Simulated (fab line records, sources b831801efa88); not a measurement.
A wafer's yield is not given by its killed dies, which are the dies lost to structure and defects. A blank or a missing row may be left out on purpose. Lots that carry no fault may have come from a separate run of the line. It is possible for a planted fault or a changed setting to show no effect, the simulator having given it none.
Lot-split experiment    flow sfqLine    4 lots, 10 wafers read, on a route of 325 steps

== THE SPLIT ITSELF ==
At SFQ_TRILAYER_L0_LITHO_COAT_010 (resist thk 62 nm), the setting resistThkNm was moved away from the recipe's 62 nm on 4 of the 10 wafers read, by -5.4% to +2.2%. This setting was run at the recipe's value on the other wafers.

== FROM THE SPLIT TO THE READING: what the file shows between them, 4 steps ==
- SFQ_TRILAYER_L0_LITHO_COAT_005: resist thk 600 nm
- SFQ_TRILAYER_L0_LITHO_SOFTBAKE_009
- SFQ_TRILAYER_L0_LITHO_PEB_008: peb time 60 s
- SFQ_TRILAYER_L0_LITHO_DEVELOP_007: time 60 s

== THE READING ==
etch.depthNm (the simulator's own value, which no gauge read), in nm, at SFQ_TRILAYER_L0_BARC_OPEN_METAL_ETCH_010 (etches BARC in O2, target depth 125 nm, time 41.7 s). No usual value for it is given in the file. Across the 6 wafers here that went through the recipe, the average is 61.93 nm and the standard deviation 0.19 nm.

wafer   tool, chamber at the split  resistThkNm as run, nm  against the recipe  etch.depthNm, nm  against lot-mates on the recipe
L075.3  lithoTrack-03, 0            58.72                   -5.3%               58.82             -2.86
L075.4  lithoTrack-03, 0            62                      recipe              61.68             -
L076.2  lithoTrack-04, 0            58.67                   -5.4%               58.67             -3.47
L076.4  lithoTrack-04, 0            62                      recipe              62.14             -
L082.1  lithoTrack-03, 0            62                      recipe              61.77             -
L082.2  lithoTrack-03, 0            62                      recipe              62.09             -
L082.4  lithoTrack-03, 0            62                      recipe              62.13             -
L085.1  lithoTrack-04, 0            63.35                   +2.2%               63.32             +1.53
L085.4  lithoTrack-04, 0            63.35                   +2.2%               63.28             +1.49
L085.6  lithoTrack-04, 0            62                      recipe              61.79             -

THE FIT
A straight line over all 10 wafers: etch.depthNm changes by +0.604 nm for each +1% of resistThkNm; r = +1.00; the points scatter about the line by 0.17 nm.
The same after taking each lot's own level away (the mean of its wafers on the recipe; 10 wafers): +0.614 nm for each +1%; r = +0.99; scatter 0.19 nm.
According to that fit, moving resistThkNm by its largest amount changes the reading by 3.3 nm.
From 61.680 to 62.140 nm: that is the span of the lots' own levels, equal to 2.4 times the standard deviation above.
Hence the lot-to-lot level has little effect on the slope; both slopes agree.
Check: with one of the wafers moved furthest among these (-5.4%) left out of the fit, the line predicts -3.04 nm for it against its lot-mates. It came out at -3.47 nm against them.

== OTHER SPLITS ON THESE WAFERS ==
Note: prior to the reading, these wafers also went through further splits. Each is held against what the fit with the lots' levels taken away leaves over:
other split on the same wafers               wafers away from the commonest value  r with etch.depthNm (lot level and that fit taken away)
SFQ_TRILAYER_INCOMING_OXIDATION_002 oxTimeS  7                                     -0.42

== THE WHOLE CHAIN: every reading that the file lists as answering this split, in the file's order ==
step                                      what it does                                         reading                                                                                    change (the file's fit)                r (the file's)
SFQ_TRILAYER_L0_LITHO_COAT_010            resist thk 62 nm                                     BARC_of_TRILAYER_L0_LITHO_COAT_010.thkNm (the simulator's own value, which no gauge read)  +0.604 nm for each +1% of the setting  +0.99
SFQ_TRILAYER_L0_BARC_OPEN_METAL_ETCH_010  etches BARC in O2, target depth 125 nm, time 41.7 s  etch.depthNm (the simulator's own value, which no gauge read)                              +0.604 nm for each +1% of the setting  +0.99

== FILE'S OWN FIT ==
etch.depthNm changes by +0.604 nm for each +1% of resistThkNm, r = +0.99.
